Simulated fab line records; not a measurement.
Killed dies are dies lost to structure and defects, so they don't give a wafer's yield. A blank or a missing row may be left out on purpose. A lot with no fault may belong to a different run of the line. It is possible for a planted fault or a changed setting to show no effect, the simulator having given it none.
Chamber matching -- flow gf180mcu -- 4 sister chambers for GF_STI_ETCH_13 on rie diel-04
The step etches the open film in CHF3/O2, stops on Si, target depth 282.31 nm, time 112.9 s. 14 wafers are shown with their chamber, then 7 later ones without.

== WAFERS WITH THEIR CHAMBER ==
wafer,chamber,drypump motor current A (A),oes product au (a.u.),throttle valve pct (%)
L711.1,3,6.6,0.823,8.796
L711.4,2,6.3,0.827,8.813
L711.5,1,5.8,0.819,8.816
L712.1,0,5.9,0.824,8.816
L712.4,0,5.9,0.821,8.810
L712.5,1,5.8,0.826,8.810
L715.1,3,6.5,0.838,8.817
L715.5,3,6.5,0.837,8.827
L715.6,0,5.9,0.835,8.828
L724.1,3,6.6,0.831,8.816
L724.4,2,6.2,0.830,8.820
L724.5,3,6.6,0.836,8.811
L725.2,0,5.9,0.837,8.806
L725.4,3,6.5,0.836,8.809

SIGNATURES, as means of the wafers listed above
reading,chamber 0,chamber 1,chamber 2,chamber 3,scatter within a chamber
drypump motor current A,5.900,5.800,6.250,6.550,0.0447
oes product au,0.82925,0.82250,0.82850,0.83350,0.00616
throttle valve pct,8.81500,8.81300,8.81650,8.81267,0.00921
Rule: distance of a wafer from a chamber = root of the sum over the readings of ((wafer's reading minus chamber's mean) / reading's scatter) squared. If the next closest chamber is less than 2 further off than the closest, the wafer can't be placed; otherwise it belongs to the closest. The scatter: the root of (the sum of the squares of (reading less its chamber's mean) over the shown wafers, divided by (wafers less chambers)).

== WAFERS MISSING THEIR CHAMBER ==
wafer,drypump motor current A (A),oes product au (a.u.),throttle valve pct (%)
L725.6,6.3,0.827,8.813
L727.1,6.5,0.823,8.801
L727.3,5.9,0.819,8.809
L727.5,6.5,0.822,8.807
L731.1,6.5,0.840,8.800
L731.2,5.8,0.840,8.811
L731.5,5.9,0.839,8.809

== WHICH CHAMBER EACH WENT THROUGH ==
wafer,from the rows above,in truth
L725.6,2,2
L727.1,3,3
L727.3,can't be placed: 0 or 1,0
L727.5,3,3
L731.1,3,3
L731.2,can't be placed: 1 or 0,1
L731.5,can't be placed: 0 or 1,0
4 of 7 placed correctly. From these rows, 3 cannot be placed; in 3 the true chamber is one of the candidates. 0 placed wrongly.
